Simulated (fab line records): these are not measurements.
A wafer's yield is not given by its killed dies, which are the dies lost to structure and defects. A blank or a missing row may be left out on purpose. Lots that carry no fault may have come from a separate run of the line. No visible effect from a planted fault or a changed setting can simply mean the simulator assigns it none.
Matching of chambers -- flow gf180mcu -- GF_V2_CMP_04 on cmp-02: 4 sister chambers
The step polishes SiO2. 8 wafers are shown with their chamber, then 7 later ones without.

EACH WAFER AND ITS CHAMBER
wafer,chamber,motor current A (A),slurry filter dp kPa (kPa)
L462.1,2,11.6,13.41
L462.3,3,11.1,13.52
L465.5,1,9.0,13.28
L468.1,0,14.6,13.34
L468.3,1,9.5,13.37
L468.6,0,14.5,13.56
L470.2,3,10.8,13.65
L470.5,2,12.0,13.33

WAFERS WHOSE CHAMBER IS MISSING
wafer,motor current A (A),slurry filter dp kPa (kPa)
L470.6,9.0,13.51
L475.1,10.8,13.64
L475.5,11.9,13.46
L475.6,9.7,13.28
L480.1,11.1,13.47
L480.2,10.1,13.13
L480.4,9.0,13.52

THE CHAMBER EACH PASSED THROUGH
wafer,from the rows above,in truth
L470.6,1,1
L475.1,3,3
L475.5,2,2
L475.6,1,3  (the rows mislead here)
L480.1,can't be placed: 3 or 2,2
L480.2,can't be placed: 1 or 3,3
L480.4,1,1
Correctly placed: 4 of 7. Cannot be placed on the basis of these rows: 2; the candidates contain the true chamber in 2. 1 placed wrongly.
How it was worked out, from the rows above alone: a wafer's distance from a chamber is the root of the sum, over the readings, of the square of ((its reading less the chamber's mean) divided by the reading's scatter). The wafer belongs to the nearest chamber; if the next one is less than 2 further off, it can't be placed. The mean given for a chamber averages the wafers shown for that chamber. The scatter: take each reading less its chamber's mean, square it, sum over the shown wafers, divide by the number of wafers less the number of chambers, and take the root.
